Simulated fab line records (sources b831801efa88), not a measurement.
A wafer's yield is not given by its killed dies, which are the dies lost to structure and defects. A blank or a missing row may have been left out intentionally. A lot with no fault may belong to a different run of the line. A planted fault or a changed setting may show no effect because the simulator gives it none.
A struck lot beside a sound one | flow sky130 | 17 steps out of a route of 708
Sound: wafers L391.1, L391.5, L391.6. The struck wafers were L397.1, L397.2, L397.6. The cause is given at the end.
Per side, at each step with rows, come the tool, then ch with its chambers, and then its first start. Under that, the readings that differ: sound wafers | struck wafers | difference of the means | sigmas: that difference in standard deviations of wafers without a fault.
alike: words and numbers the same on both sides, and readings whose means are apart by under 2 such deviations; not compared: readings that were withheld, readings missing a value for some wafer, numbers with overlapping values and no deviation given by the record, and bounds like >300 which may hide the same value.
Wherever a step has rows on one side only, a row that says differs or no value, or a row with sigmas, the two part there. Non-overlapping numbers with no deviation appear without sigmas and do not part them. A reading that every wafer of one side lacks parts them only if that side has two wafers or more.

first, 9 steps without rows for these wafers: SKY_CAP2M_CLEAN_17 (cleans in O3/DIW); SKY_METAL4_DEHYDRATE_05 (time 60 s); SKY_METAL4_HMDS_06 (prime time 60 s); SKY_METAL4_COAT_07 (resist thk 60 nm); SKY_METAL4_COAT_08 (resist thk 1140 nm); SKY_METAL4_SOFTBAKE_09 (time 90 s); SKY_METAL4_EXPOSE_10 (exposes mask MM4, target cd 300 nm); SKY_METAL4_PEB_11; SKY_METAL4_DEVELOP_12 (develop time 60 s).
SKY_METAL4_CD_MEAS_13 targets a cd of 300 nm.
  sound: cd-sem-01 at day 43 06:28; struck: cd-sem-01 at day 44 08:02
  alike: cd-nm
SKY_METAL4_OVL_MEAS_14:
  sound: overlay-02 at day 43 06:35; struck: overlay-02 at day 44 08:10
  alike: METAL4_OVL
SKY_METAL4_DESCUM_15: chemistry O2, time 8 s.
  sound on rie-metal-03 ch 0,1, day 43 06:37; struck on rie-metal-02 ch 0,1, day 44 08:12
  alike: drypump-motor-current-A, he-backside-leak-sccm, oes-product-au
  not compared: rf-hours-counter-h
SKY_METAL4_ETCH_16: etches BARC in N2/H2, stops on SiO2, time 88.2 s, target depth 60 nm.
  sound on rie-metal-03 ch 0,1, day 43 06:39; struck on rie-metal-02 ch 0,1, day 44 08:14
  reading                                       | sound             | struck            | difference | sigmas
  oes-product-au (a.u.)                         | 0.630 0.631 0.622 | 0.581 0.572 0.577 | -0.051     | -12
  run-length-s (s)                              | 115.9 116.3 116.4 | 137.9 137.5 137.2 | +21.3      | +56
  model.KrF-thick_of_METAL4_COAT_08.thk-nm (nm) | 1080 1080 1080    | 1066 1064 1063    | -16        |
  model.METAL4.cd-nm (nm)                       | 299.3 300.5 299.8 | 295.7 294.7 295.8 | -4.5       |
  model.SiO2_of_CAP2M_CVD_00.thk-nm (nm)        | 15.59 15.76 15.88 | 14.33 14.35 14.57 | -1.33      |
  alike: drypump-motor-current-A, he-backside-leak-sccm, throttle-valve-pct
  not compared: rf-hours-counter-h
SKY_METAL4_ETCH_17: etches SiO2 in C4F8/O2/Ar, stops on TiN, time 3.9 s, target depth 15 nm.
  sound on rie-diel-04 ch 0,3, day 43 06:45; struck on rie-diel-02 ch 0,3, day 44 08:20
  reading                  | sound             | struck            | difference | sigmas
  oes-product-au (a.u.)    | 0.750 0.761 0.759 | 0.723 0.722 0.730 | -0.032     | -4
  model.METAL4.cd-nm (nm)  | 299.4 300.5 299.9 | 295.6 294.7 295.8 | -4.6       |
  model.etch.depth-nm (nm) | 15.59 15.76 15.88 | 14.33 14.35 14.57 | -1.33      |
  not compared: rf-hours-counter-h
SKY_METAL4_METAL_ETCH_18: etches the open film in Cl2/BCl3, stops on SiO2, target depth 845 nm, time 183.1 s.
  sound on rie-metal-04 ch 0,1, day 43 06:46; struck on rie-metal-03 ch 0,1, day 44 08:21
  reading                                       | sound             | struck            | difference | sigmas
  run-length-s (s)                              | 211.9 212.1 212.3 | 211.2 211.3 210.9 | -1.0       | -2
  model.KrF-thick_of_METAL4_COAT_08.thk-nm (nm) | 546.1 543.1 543.1 | 521.9 516.8 518   | -25.2      |
  alike: drypump-motor-current-A, he-backside-leak-sccm, oes-product-au, throttle-valve-pct
  not compared: rf-hours-counter-h
SKY_METAL4_STRIP_19: strips in O2/N2.
  sound on plasma-asher-01 ch 0,1, day 43 06:57; struck on plasma-asher-02 ch 0,1, day 44 08:32
  reading                      | sound          | struck         | difference | sigmas
  strip-time-to-endpoint-s (s) | 6.74 6.71 6.70 | 6.47 6.43 6.44 | -0.27      | -4
  alike: drypump-motor-current-A, oes-product-au
  not compared: rf-hours-counter-h
-- the record jumps here: 4 days lie between the struck wafers' starts before and after (it left off in module METAL4 and takes up again in module PAD_OPEN, whose first step shown is number 708 of the route) --
SKY_PAD_OPEN_PROBE_99:
  record: rows for the struck wafers here (prober-01, day 48 02:22), none for the sound ones

## WHERE THEY PART
At SKY_METAL4_ETCH_16 first; at SKY_PAD_OPEN_PROBE_99 last (within this record only).

WHY: what the simulator had put in
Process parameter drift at SKY_METAL4_ETCH_16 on rie-metal-02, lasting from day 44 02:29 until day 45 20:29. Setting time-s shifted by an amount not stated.
